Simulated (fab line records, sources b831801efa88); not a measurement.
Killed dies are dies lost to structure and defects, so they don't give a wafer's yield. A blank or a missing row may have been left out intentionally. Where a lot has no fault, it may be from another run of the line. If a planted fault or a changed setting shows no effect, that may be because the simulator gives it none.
Chamber matching | flow sfq-line | SFQ_TRILAYER_L0_CAP_PECVD_011 on pecvd-02: 3 sister chambers
The step deposits SiO2 from SiH4/N2O, time 13.333 s, target thk 60 nm. 3 wafers are shown with their chamber, then 7 later ones without.

## WAFERS, EACH WITH ITS CHAMBER
wafer  | chamber | throttle-valve-pct (%)
L566.4 | 2       | 27.8
L569.5 | 0       | 26.8
L570.3 | 1       | 25.6

## WAFERS WITH NO CHAMBER GIVEN
wafer  | throttle-valve-pct (%)
L570.4 | 26.9
L585.2 | 26.7
L585.4 | 25.9
L585.6 | 27.6
L586.1 | 25.7
L586.2 | 26.3
L586.3 | 27.6

## WHICH CHAMBER EACH ONE RAN IN
wafer  | from the rows above     | in truth
L570.4 | 0                       | 0
L585.2 | 0                       | 0
L585.4 | 1                       | 1
L585.6 | 2                       | 2
L586.1 | 1                       | 1
L586.2 | can't be placed: 0 or 1 | 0
L586.3 | 2                       | 2
Correct placement for 6 of the 7. Not placeable from these rows: 1 (in 1, the candidates include the true chamber). Number placed wrongly: 0.
How it was worked out, from the rows above alone: a wafer's distance from a chamber is the root of the sum, over the readings, of the square of ((its reading less the chamber's mean) divided by the reading's scatter). If the next closest chamber is less than 2 further off than the closest, the wafer can't be placed; otherwise it belongs to the closest. Each chamber's mean is taken over the wafers shown for it. The scatter (one wafer shown for each chamber): square how far every hidden wafer sits from the nearest shown wafer, average those squares and take the square root.
